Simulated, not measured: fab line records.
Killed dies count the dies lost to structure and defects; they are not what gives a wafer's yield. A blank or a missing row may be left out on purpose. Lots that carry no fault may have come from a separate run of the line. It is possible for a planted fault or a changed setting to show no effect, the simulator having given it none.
Chamber matching :: flow gf180mcu :: GF_STI_CMP_25 on cmp-01: 4 sister chambers
The step polishes, stops on Si3N4, t overpolish 33 s, target thk 524.6 nm. 4 wafers are shown with their chamber, then 7 later ones without.

## EACH WAFER AND ITS CHAMBER
wafer: L547.2
chamber: 3
motor-current-A (A): 13.5

wafer: L551.5
chamber: 1
motor-current-A (A): 11.0

wafer: L551.6
chamber: 0
motor-current-A (A): 11.2

wafer: L552.1
chamber: 2
motor-current-A (A): 10.4

## WAFERS WHOSE CHAMBER IS MISSING
wafer: L552.2
motor-current-A (A): 10.9

wafer: L552.6
motor-current-A (A): 11.5

wafer: L558.1
motor-current-A (A): 10.8

wafer: L559.4
motor-current-A (A): 11.8

wafer: L559.5
motor-current-A (A): 10.7

wafer: L563.2
motor-current-A (A): 11.3

wafer: L563.5
motor-current-A (A): 10.3

## WHICH CHAMBER EACH ONE RAN IN
wafer: L552.2
from the rows above: can't be placed: 1 or 0 or 2
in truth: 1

wafer: L552.6
from the rows above: can't be placed: 0 or 1
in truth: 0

wafer: L558.1
from the rows above: can't be placed: 1 or 0 or 2
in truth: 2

wafer: L559.4
from the rows above: can't be placed: 0 or 1
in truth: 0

wafer: L559.5
from the rows above: can't be placed: 2 or 1 or 0
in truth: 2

wafer: L563.2
from the rows above: can't be placed: 0 or 1
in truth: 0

wafer: L563.5
from the rows above: 2
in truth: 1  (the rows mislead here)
0 of 7 placed correctly. From these rows, 6 cannot be placed; in 6 the true chamber is one of the candidates. Wrongly placed: 1.
How it was worked out, from the rows above alone: a wafer's distance from a chamber is the root of the sum, over the readings, of the square of ((its reading less the chamber's mean) divided by the reading's scatter). The wafer belongs to the nearest chamber; if the next one is less than 2 further off, it can't be placed. The mean given for a chamber averages the wafers shown for that chamber. The scatter: root of mean squared gap, hidden wafer to nearest shown wafer, with one shown wafer a chamber.
